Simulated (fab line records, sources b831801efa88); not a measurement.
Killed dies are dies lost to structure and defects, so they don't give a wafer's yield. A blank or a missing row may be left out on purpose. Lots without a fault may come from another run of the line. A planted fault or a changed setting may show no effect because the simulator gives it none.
fab line records | flow gf180mcu
record lots=24 wafers=72 last_day=34
route steps=602 shown M3@411 V3@444 M4@456 MIM@510
lots that met no fault: from a run of the same line without faults
start_h: hours from the record's first day to the start of the lot's first wafer shown | wait_h: hours since the lot's step before | " the same as in the row above | L1.1+2: a row that stands for several wafers | - no value, or no start given | * or withheld: withheld | < > ~ a bound
route shown NAME@n: a module of which the file shows steps, and the number in the route of the first | usual: mean/standard deviation of fault-free wafers | same: alike in all rows | chamber/n: place in a boat | sites: the reading at each site | _std_site: their standard deviation | _edge_site: outer sites' mean less inner sites' | radius_mm: how far each site lies from the wafer's centre | mask NAME#n: copy n | behind: the tool/chamber that last shaped the wafer | hold: why the lot was held/for how many hours/how that ended | device: the transistor (n, p or np) that didn't switch | end of line: the same wafers' tests at the end of the route | a step without rows: its recipe alone | killed: dies lost to structure and defects at the first sort, not the wafer's yield | map: a wafer's dies, x killed, . not, _ none there
set.NAME: the setting as run; set.NAME@STEP: as run at that earlier step | model.NAME: the simulator's own value behind a step, which no gauge read
steps of the route over a sample of lots; a table a step, a row a wafer
services: from which hour (start_h, from the record's first day; less than 0 if before it) a tool's chamber was out of use, for how many hours, and why
## steps
# step GF_M3_SPUTTER_02
# recipe material=AlCu target_thk_nm=450 power_w=10600 time_s=23.9 chamber_pressure_pa=0.4
# usual chamber_pressure_pa=0.3999/0.00079 throttle_valve_pct=30.3/1.1
# columns lot.wafer tool chamber start_h wait_h chamber_pressure_pa throttle_valve_pct
L074.1 pvd_sputter-04 - 473.44 0.0 0.3992 30.5
L074.3 " - " " 0.4003 28.9
L074.5 " - " " 0.4006 32.7
L075.1 pvd_sputter-01 - 482.71 0.0 0.4006 30.7
L075.2 " - " " 0.4008 30.5
L075.4 " - " " 0.3997 29.6
L076.3 pvd_sputter-04 - 489.19 0.0 0.4007 30.3
L076.5 " - " " 0.3994 30.8
L076.6 " - " " 0.3993 32.7
L077.1 pvd_sputter-01 - 496.85 0.0 0.4008 29.4
L077.5 " - " " 0.3988 30.5
L077.6 " - " " 0.3992 29.5
L078.2 pvd_sputter-01 - 499.79 0.0 0.4003 29.7
L078.5 " - " " 0.4006 30.4
L078.6 " - " " 0.3993 29.6
L080.3 pvd_sputter-04 - 517.21 0.0 0.3983 30.2
L080.4 " - " " 0.4003 30.9
L080.5 " - " " 0.4005 29.1
L079.1 pvd_sputter-01 - 517.51 0.0 0.3992 29.7
L079.3 " - " " 0.3990 30.5
L079.4 " - " " 0.4003 30.6
L081.1 pvd_sputter-01 - 529.32 0.0 0.4004 29.6
L081.2 " - " " 0.3990 29.6
L081.6 " - " " 0.3998 30.4
L082.1 pvd_sputter-04 - 535.70 0.0 0.4006 30.0
L082.2 " - " " 0.3996 32.6
L082.3 " - " " 0.3983 28.8
L083.3 pvd_sputter-01 - 542.19 0.0 0.3994 30.5
L083.4 " - " " 0.3999 30.2
L083.6 " - " " 0.4011 30.5
L084.1 pvd_sputter-03 - 549.08 0.0 0.3986 31.3
L084.2 " - " " 0.4005 28.7
L084.5 " - " " 0.3995 31.4
L085.2 pvd_sputter-04 - 559.51 0.0 0.3997 28.8
L085.3 " - " " 0.4003 30.4
L085.4 " - " " 0.3995 29.6
L086.2 pvd_sputter-04 - 567.94 0.0 0.4007 32.7
L086.3 " - " " 0.3993 30.0
L086.5 " - " " 0.4004 28.8
L087.2 pvd_sputter-04 - 581.64 0.0 0.3995 28.9
L087.5 " - " " 0.4004 32.4
L087.6 " - " " 0.3997 30.5
L088.2 pvd_sputter-01 - 585.49 0.0 0.3994 29.6
L088.3 " - " " 0.3987 29.6
L088.5 " - " " 0.3985 29.6
L089.4 pvd_sputter-01 - 593.70 0.0 0.4004 29.5
L089.5 " - " " 0.3995 29.5
L089.6 " - " " 0.3988 30.5
L090.1 pvd_sputter-01 - 599.09 0.0 0.4002 30.5
L090.2 " - " " 0.4011 29.4
L090.3 " - " " 0.4008 30.3
L091.1 pvd_sputter-04 - 606.52 0.0 0.4004 32.9
L091.2 " - " " 0.4000 28.6
L091.6 " - " " 0.3997 32.7
L092.3 pvd_sputter-01 - 614.59 0.0 0.4005 29.8
L092.4 " - " " 0.4001 30.5
L092.6 " - " " 0.3996 29.6
L093.3 pvd_sputter-04 - 622.83 0.0 0.4002 30.5
L093.4 " - " " 0.4007 32.6
L093.5 " - " " 0.3998 32.4
L094.2 pvd_sputter-01 - 630.81 0.0 0.4001 30.6
L094.3 " - " " 0.3984 30.4
L094.5 " - " " 0.4006 30.5
L095.1 pvd_sputter-03 - 636.09 0.0 0.3998 30.5
L095.3 " - " " 0.3986 31.1
L095.6 " - " " 0.4006 31.4
L096.2 pvd_sputter-01 - 644.07 0.0 0.4008 30.4
L096.3 " - " " 0.4018 30.1
L096.5 " - " " 0.3992 30.5
L097.2 pvd_sputter-04 - 646.41 0.0 0.4003 30.1
L097.3 " - " " 0.3987 30.7
L097.5 " - " " 0.4000 30.1
# step GF_M3_RS_MEAS_05
# recipe thk_meas_gauge=four-point-probe reads=TiN_of_M3_SPUTTER_04+Ti_of_M3_SPUTTER_03+AlCu_of_M3_SPUTTER_02+TiN_of_M3_SPUTTER_01+Ti_of_M3_SPUTTER_00
# usual M3_ALCU_RS=0.0700/0.00091
# columns lot.wafer tool chamber start_h wait_h M3_ALCU_RS[ohm/sq]
L074.1 film_metro-02 - 473.53 0.0 0.0702
L074.3 " - " " 0.0705
L074.5 " - " " 0.0709
L075.1 film_metro-02 - 482.80 0.0 0.0697
L075.2 " - " " 0.0692
L075.4 " - " " 0.0681
L076.3 film_metro-02 - 489.32 0.1 0.0687
L076.5 " - " " 0.0695
L076.6 " - " " 0.0711
L077.1 film_metro-02 - 496.94 0.0 0.0706
L077.5 " - " " 0.0702
L077.6 " - " " 0.0689
L078.2 film_metro-02 - 499.90 0.0 0.0703
L078.5 " - " " 0.0694
L078.6 " - " " 0.0687
L080.3 film_metro-02 - 517.34 0.1 0.0690
L080.4 " - " " 0.0700
L080.5 " - " " 0.0701
L079.1 film_metro-01 - 517.60 0.0 0.0695
L079.3 " - " " 0.0712
L079.4 " - " " 0.0711
L081.1 film_metro-02 - 529.41 0.0 0.0682
L081.2 " - " " 0.0708
L081.6 " - " " 0.0701
L082.1 film_metro-04 - 535.79 0.0 0.0686
L082.2 " - " " 0.0712
L082.3 " - " " 0.0704
L083.3 film_metro-02 - 542.32 0.1 0.0706
L083.4 " - " " 0.0708
L083.6 " - " " 0.0709
L084.1 film_metro-01 - 549.17 0.0 0.0696
L084.2 " - " " 0.0683
L084.5 " - " " 0.0689
L085.2 film_metro-04 - 559.62 0.0 0.0713
L085.3 " - " " 0.0715
L085.4 " - " " 0.0706
L086.2 film_metro-02 - 568.05 0.0 0.0702
L086.3 " - " " 0.0684
L086.5 " - " " 0.0693
L087.2 film_metro-01 - 581.75 0.0 0.0695
L087.5 " - " " 0.0705
L087.6 " - " " 0.0698
L088.2 film_metro-02 - 585.60 0.0 0.0700
L088.3 " - " " 0.0708
L088.5 " - " " 0.0693
L089.4 film_metro-02 - 593.88 0.1 0.0705
L089.5 " - " " 0.0715
L089.6 " - " " 0.0714
L090.1 film_metro-01 - 599.18 0.0 0.0706
L090.2 " - " " 0.0707
L090.3 " - " " 0.0697
L091.1 film_metro-01 - 606.61 0.0 0.0703
L091.2 " - " " 0.0697
L091.6 " - " " 0.0706
L092.3 film_metro-02 - 614.72 0.1 0.0709
L092.4 " - " " 0.0704
L092.6 " - " " 0.0693
L093.3 film_metro-01 - 622.96 0.1 0.0703
L093.4 " - " " 0.0708
L093.5 " - " " 0.0706
L094.2 film_metro-02 - 630.92 0.0 0.0701
L094.3 " - " " 0.0699
L094.5 " - " " 0.0700
L095.1 film_metro-02 - 636.18 0.0 0.0689
L095.3 " - " " 0.0693
L095.6 " - " " 0.0694
L096.2 film_metro-01 - 644.18 0.0 0.0708
L096.3 " - " " 0.0701
L096.5 " - " " 0.0703
L097.2 film_metro-02 - 646.52 0.0 0.0684
L097.3 " - " " 0.0692
L097.5 " - " " 0.0682
# step GF_V3_OVL_MEAS_15
# usual V3_OVL=0/5
# columns lot.wafer tool chamber start_h wait_h V3_OVL[nm]
L074.1 overlay-02 - 522.99 0.1 9
L074.3 " - " " -1
L074.5 " - " " 1
L075.1 overlay-01 - 530.44 0.1 6
L075.2 " - " " 2
L075.4 " - " " 12
L076.3 overlay-01 - 536.63 0.1 -4
L076.5 " - " " -6
L076.6 " - " " 0
L077.1 overlay-01 - 544.84 0.1 -6
L077.5 " - " " -9
L077.6 " - " " -16
L078.2 overlay-02 - 547.20 0.1 -2
L078.5 " - " " 5
L078.6 " - " " -1
L080.3 overlay-02 - 563.38 0.1 1
L080.4 " - " " -3
L080.5 " - " " -2
L079.1 overlay-01 - 564.09 0.1 0
L079.3 " - " " 1
L079.4 " - " " -3
L081.1 overlay-01 - 575.01 0.1 0
L081.2 " - " " -9
L081.6 " - " " -10
L082.1 overlay-01 - 581.87 0.1 -9
L082.2 " - " " 0
L082.3 " - " " 1
L083.3 overlay-01 - 586.18 0.1 0
L083.4 " - " " 7
L083.6 " - " " -1
L084.1 overlay-02 - 597.09 0.1 1
L084.2 " - " " 1
L084.5 " - " " 4
L085.2 overlay-01 - 602.88 0.1 0
L085.3 " - " " 4
L085.4 " - " " 4
L086.2 overlay-01 - 612.42 0.1 7
L086.3 " - " " 1
L086.5 " - " " 3
L087.2 overlay-02 - 624.37 0.1 -3
L087.5 " - " " -7
L087.6 " - " " -2
L088.2 overlay-02 - 628.23 0.1 9
L088.3 " - " " 10
L088.5 " - " " 8
L089.4 overlay-02 - 635.69 0.1 0
L089.5 " - " " -4
L089.6 " - " " -3
L090.1 overlay-02 - 641.09 0.1 5
L090.2 " - " " 5
L090.3 " - " " 5
L091.1 overlay-02 - 647.57 0.1 8
L091.2 " - " " 2
L091.6 " - " " 9
L092.3 overlay-01 - 655.90 0.1 -2
L092.4 " - " " -1
L092.6 " - " " 0
L093.3 overlay-02 - 663.93 0.1 -2
L093.4 " - " " -4
L093.5 " - " " -1
L094.2 overlay-02 - 672.22 0.1 1
L094.3 " - " " 0
L094.5 " - " " -1
L095.1 overlay-02 - 676.32 0.1 3
L095.3 " - " " -2
L095.6 " - " " 4
L096.2 overlay-01 - 684.27 0.1 2
L096.3 " - " " 2
L096.5 " - " " 4
L097.2 overlay-02 - 686.37 0.1 -7
L097.3 " - " " -5
L097.5 " - " " -3
# step GF_M4_SPUTTER_00
# recipe material=Ti target_thk_nm=37.5 arriving_ion_energy_ev=80 substrate_temp_c=200 chamber_pressure_pa=2 power_w=4000 time_s=150
# usual chamber_pressure_pa=1.999/0.0043 throttle_valve_pct=30.3/1.1
# columns lot.wafer tool chamber start_h wait_h chamber_pressure_pa throttle_valve_pct
L074.1 pvd_sputter-02 - 524.80 0.1 1.994 30.9
L074.3 " - " " 2.000 31.0
L074.5 " - " " 2.002 31.4
L075.1 pvd_sputter-03 - 531.84 0.1 1.993 28.3
L075.2 " - " " 1.996 29.7
L075.4 " - " " 1.997 31.2
L076.3 pvd_sputter-02 - 538.00 0.2 2.003 30.0
L076.5 " - " " 2.002 29.9
L076.6 " - " " 2.002 30.2
L077.1 pvd_sputter-03 - 546.23 0.2 2.006 31.4
L077.5 " - " " 2.006 29.4
L077.6 " - " " 2.002 30.7
L078.2 pvd_sputter-04 - 548.69 0.1 1.991 28.9
L078.5 " - " " 1.995 29.1
L078.6 " - " " 1.999 30.6
L080.3 pvd_sputter-03 - 564.75 0.2 2.005 29.6
L080.4 " - " " 2.003 31.3
L080.5 " - " " 1.996 29.5
L079.1 pvd_sputter-02 - 565.52 0.2 1.997 31.2
L079.3 " - " " 2.001 29.8
L079.4 " - " " 2.001 31.1
L081.1 pvd_sputter-04 - 576.84 0.2 2.002 29.9
L081.2 " - " " 1.992 28.7
L081.6 " - " " 1.995 29.0
L082.1 pvd_sputter-02 - 583.29 0.1 1.997 30.3
L082.2 " - " " 1.997 31.1
L082.3 " - " " 2.006 30.8
L083.3 pvd_sputter-04 - 587.56 0.2 2.004 28.8
L083.4 " - " " 1.994 32.5
L083.6 " - " " 2.006 28.5
L084.1 pvd_sputter-04 - 598.51 0.1 1.996 32.6
L084.2 " - " " 2.002 30.9
L084.5 " - " " 1.997 28.9
L085.2 pvd_sputter-03 - 604.26 0.2 2.004 31.1
L085.3 " - " " 1.998 30.6
L085.4 " - " " 1.997 28.5
L086.2 pvd_sputter-04 - 613.80 0.1 2.004 28.8
L086.3 " - " " 1.995 30.0
L086.5 " - " " 2.002 30.1
L087.2 pvd_sputter-03 - 625.75 0.2 1.994 30.5
L087.5 " - " " 1.996 29.7
L087.6 " - " " 1.998 30.6
L088.2 pvd_sputter-02 - 629.61 0.2 2.005 31.2
L088.3 " - " " 2.000 30.1
L088.5 " - " " 1.999 29.7
L089.4 pvd_sputter-03 - 637.46 0.2 1.994 31.2
L089.5 " - " " 1.997 28.6
L089.6 " - " " 1.997 29.8
L090.1 pvd_sputter-04 - 642.48 0.1 1.999 29.6
L090.2 " - " " 2.002 30.8
L090.3 " - " " 2.001 32.6
L091.1 pvd_sputter-03 - 648.96 0.1 1.994 29.4
L091.2 " - " " 2.004 30.7
L091.6 " - " " 1.997 30.6
L092.3 pvd_sputter-04 - 657.28 0.2 1.992 32.9
L092.4 " - " " 2.003 30.7
L092.6 " - " " 1.999 28.8
L093.3 pvd_sputter-03 - 665.30 0.1 1.994 28.4
L093.4 " - " " 2.001 31.2
L093.5 " - " " 2.002 31.3
L094.2 pvd_sputter-04 - 673.60 0.2 2.012 32.5
L094.3 " - " " 2.002 30.0
L094.5 " - " " 1.998 30.0
L095.1 pvd_sputter-03 - 677.74 0.2 1.997 30.6
L095.3 " - " " 2.002 31.3
L095.6 " - " " 2.003 30.6
L096.2 pvd_sputter-04 - 685.71 0.2 1.994 28.7
L096.3 " - " " 2.002 32.3
L096.5 " - " " 2.002 30.8
L097.2 pvd_sputter-03 - 687.75 0.1 1.999 31.0
L097.3 " - " " 2.008 29.3
L097.5 " - " " 2.001 31.2
# step GF_M4_CD_MEAS_14
# recipe target_cd_nm=280
# usual cd_nm=279.7/0.93
# columns lot.wafer tool chamber start_h wait_h cd_nm
L074.1 cd_sem-02 - 547.68 0.1 280.6
L074.3 " - " " 278.4
L074.5 " - " " 279.6
L075.1 cd_sem-01 - 554.15 0.1 279.3
L075.2 " - " " 278.6
L075.4 " - " " 279.4
L076.3 cd_sem-02 - 561.09 0.1 281.6
L076.5 " - " " 280.2
L076.6 " - " " 278.9
L077.1 cd_sem-02 - 568.48 0.1 278.7
L077.5 " - " " 277.8
L077.6 " - " " 279.3
L078.2 cd_sem-02 - 570.75 0.1 279.0
L078.5 " - " " 279.8
L078.6 " - " " 281.0
L080.3 cd_sem-01 - 585.51 0.1 279.2
L080.4 " - " " 279.5
L080.5 " - " " 278.2
L079.1 cd_sem-01 - 586.49 0.2 280.1
L079.3 " - " " 279.2
L079.4 " - " " 279.7
L081.1 cd_sem-01 - 598.99 0.3 279.0
L081.2 " - " " 278.4
L081.6 " - " " 280.2
L082.1 cd_sem-01 - 604.67 0.1 280.2
L082.2 " - " " 278.7
L082.3 " - " " 278.5
L083.3 cd_sem-01 - 608.05 0.2 279.1
L083.4 " - " " 280.8
L083.6 " - " " 278.4
L084.1 cd_sem-01 - 619.28 0.1 281.3
L084.2 " - " " 280.7
L084.5 " - " " 280.4
L085.2 cd_sem-02 - 624.65 0.1 280.1
L085.3 " - " " 280.3
L085.4 " - " " 280.0
L086.2 cd_sem-01 - 634.29 0.1 280.6
L086.3 " - " " 281.0
L086.5 " - " " 281.7
L087.2 cd_sem-01 - 645.54 0.1 279.5
L087.5 " - " " 280.1
L087.6 " - " " 279.6
L088.2 cd_sem-02 - 649.87 0.1 280.6
L088.3 " - " " 281.1
L088.5 " - " " 280.1
L089.4 cd_sem-02 - 657.69 0.1 279.2
L089.5 " - " " 279.8
L089.6 " - " " 279.1
L090.1 cd_sem-01 - 662.58 0.1 280.2
L090.2 " - " " 278.4
L090.3 " - " " 279.4
L091.1 cd_sem-02 - 668.18 0.1 279.1
L091.2 " - " " 280.3
L091.6 " - " " 279.7
L092.3 cd_sem-01 - 676.59 0.1 279.5
L092.4 " - " " 279.7
L092.6 " - " " 279.0
L093.3 cd_sem-02 - 684.51 0.1 278.6
L093.4 " - " " 279.1
L093.5 " - " " 279.1
L094.2 cd_sem-01 - 693.24 0.1 280.1
L094.3 " - " " 280.5
L094.5 " - " " 281.3
L095.1 cd_sem-02 - 697.02 0.1 277.7
L095.3 " - " " 278.8
L095.6 " - " " 278.3
L096.2 cd_sem-01 - 705.07 0.2 280.9
L096.3 " - " " 280.6
L096.5 " - " " 280.6
L097.2 cd_sem-02 - 706.71 0.2 280.5
L097.3 " - " " 280.3
L097.5 " - " " 278.9
# step GF_MIM_SPUTTER_07
# recipe material=TiN target_thk_nm=60 power_w=6500 time_s=50 chamber_pressure_pa=0.4
# usual chamber_pressure_pa=0.4001/0.00082 throttle_valve_pct=30.2/0.98
# columns lot.wafer tool chamber start_h wait_h chamber_pressure_pa throttle_valve_pct
L074.1 pvd_sputter-01 - 576.55 0.1 0.4009 30.3
L074.3 " - " " 0.3992 30.4
L074.5 " - " " 0.3991 30.0
L075.1 pvd_sputter-01 - 579.30 0.1 0.4003 29.8
L075.2 " - " " 0.4017 30.4
L075.4 " - " " 0.3992 29.6
L076.3 pvd_sputter-04 - 586.03 0.0 0.4003 28.8
L076.5 " - " " 0.3984 30.5
L076.6 " - " " 0.4005 29.0
L077.1 pvd_sputter-03 - 593.28 0.1 0.3988 28.6
L077.5 " - " " 0.3995 30.7
L077.6 " - " " 0.4007 31.5
L078.2 pvd_sputter-03 - 595.24 0.0 0.3994 31.3
L078.5 " - " " 0.4000 31.3
L078.6 " - " " 0.3993 30.7
L080.3 pvd_sputter-03 - 609.75 0.0 0.4005 31.0
L080.4 " - " " 0.4002 29.5
L080.5 " - " " 0.4012 30.0
L079.1 pvd_sputter-03 - 610.49 0.1 0.3994 31.2
L079.3 " - " " 0.4001 29.7
L079.4 " - " " 0.4002 28.4
L081.1 pvd_sputter-01 - 623.22 0.1 0.4005 30.6
L081.2 " - " " 0.4013 29.5
L081.6 " - " " 0.4008 29.6
L082.1 pvd_sputter-01 - 627.95 0.1 0.4009 29.7
L082.2 " - " " 0.3992 29.6
L082.3 " - " " 0.4012 30.2
L083.3 pvd_sputter-04 - 631.80 0.0 0.3997 30.4
L083.4 " - " " 0.3997 28.8
L083.6 " - " " 0.3979 30.6
L084.1 pvd_sputter-01 - 642.68 0.1 0.4016 30.6
L084.2 " - " " 0.4004 29.4
L084.5 " - " " 0.3994 30.3
L085.2 pvd_sputter-01 - 647.51 0.0 0.3991 29.8
L085.3 " - " " 0.4016 30.4
L085.4 " - " " 0.4009 29.6
L086.2 pvd_sputter-03 - 656.95 0.0 0.4011 29.7
L086.3 " - " " 0.4016 31.3
L086.5 " - " " 0.4010 30.7
L087.2 pvd_sputter-01 - 667.98 0.0 0.3990 30.5
L087.5 " - " " 0.3998 29.4
L087.6 " - " " 0.4001 30.3
L088.2 pvd_sputter-01 - 672.72 0.0 0.4005 30.5
L088.3 " - " " 0.4013 30.9
L088.5 " - " " 0.4007 29.4
L089.4 pvd_sputter-03 - 680.54 0.0 0.4003 28.4
L089.5 " - " " 0.4013 31.5
L089.6 " - " " 0.4001 30.4
L090.1 pvd_sputter-01 - 684.98 0.1 0.3983 29.7
L090.2 " - " " 0.4009 30.7
L090.3 " - " " 0.4011 30.8
L091.1 pvd_sputter-03 - 691.52 0.1 0.4006 30.9
L091.2 " - " " 0.4002 31.5
L091.6 " - " " 0.4006 29.8
L092.3 pvd_sputter-04 - 698.94 0.0 0.4006 30.1
L092.4 " - " " 0.3995 28.9
L092.6 " - " " 0.4004 29.9
L093.3 pvd_sputter-03 - 706.82 0.0 0.4003 30.6
L093.4 " - " " 0.3997 29.6
L093.5 " - " " 0.3990 28.8
L094.2 pvd_sputter-04 - 714.80 0.0 0.4003 30.5
L094.3 " - " " 0.3986 32.6
L094.5 " - " " 0.3995 30.0
L095.1 pvd_sputter-04 - 718.03 0.1 0.3995 28.7
L095.3 " - " " 0.4008 30.0
L095.6 " - " " 0.3993 32.8
L096.2 pvd_sputter-01 - 726.21 0.0 0.4001 30.0
L096.3 " - " " 0.4004 30.3
L096.5 " - " " 0.3992 29.6
L097.2 pvd_sputter-03 - 728.60 0.0 0.4002 31.6
L097.3 " - " " 0.4004 29.5
L097.5 " - " " 0.3993 29.7
## services
# columns tool chamber start_h hours kind
pvd_sputter-02 - 461.88 2.2 repair
pvd_sputter-02 - 508.38 2.3 repair
pvd_sputter-03 0 509.81 - consumable_replace:kit
pvd_sputter-03 0 509.81 18.0 scheduled_down
pvd_sputter-03 0 509.81 18.0 vent_cycle
pvd_sputter-04 1 526.14 - consumable_replace:kit
pvd_sputter-04 1 526.14 18.0 scheduled_down
pvd_sputter-04 1 526.14 18.0 vent_cycle
pvd_sputter-04 - 541.57 3.5 repair
pvd_sputter-03 - 549.36 12.6 repair
pvd_sputter-03 - 583.22 0.8 repair
pvd_sputter-01 - 596.47 1.9 repair
pvd_sputter-04 - 603.51 2.1 repair
pvd_sputter-04 0 657.50 - consumable_replace:kit
pvd_sputter-04 0 657.50 18.0 scheduled_down
pvd_sputter-04 0 657.50 18.0 vent_cycle
pvd_sputter-03 3 667.88 - consumable_replace:kit
pvd_sputter-03 3 667.88 18.0 scheduled_down
pvd_sputter-03 3 667.88 18.0 vent_cycle
pvd_sputter-04 - 668.96 2.1 repair
pvd_sputter-01 1 724.58 - consumable_replace:kit
pvd_sputter-01 1 724.58 18.0 scheduled_down
pvd_sputter-01 1 724.58 18.0 vent_cycle
## key
fault none
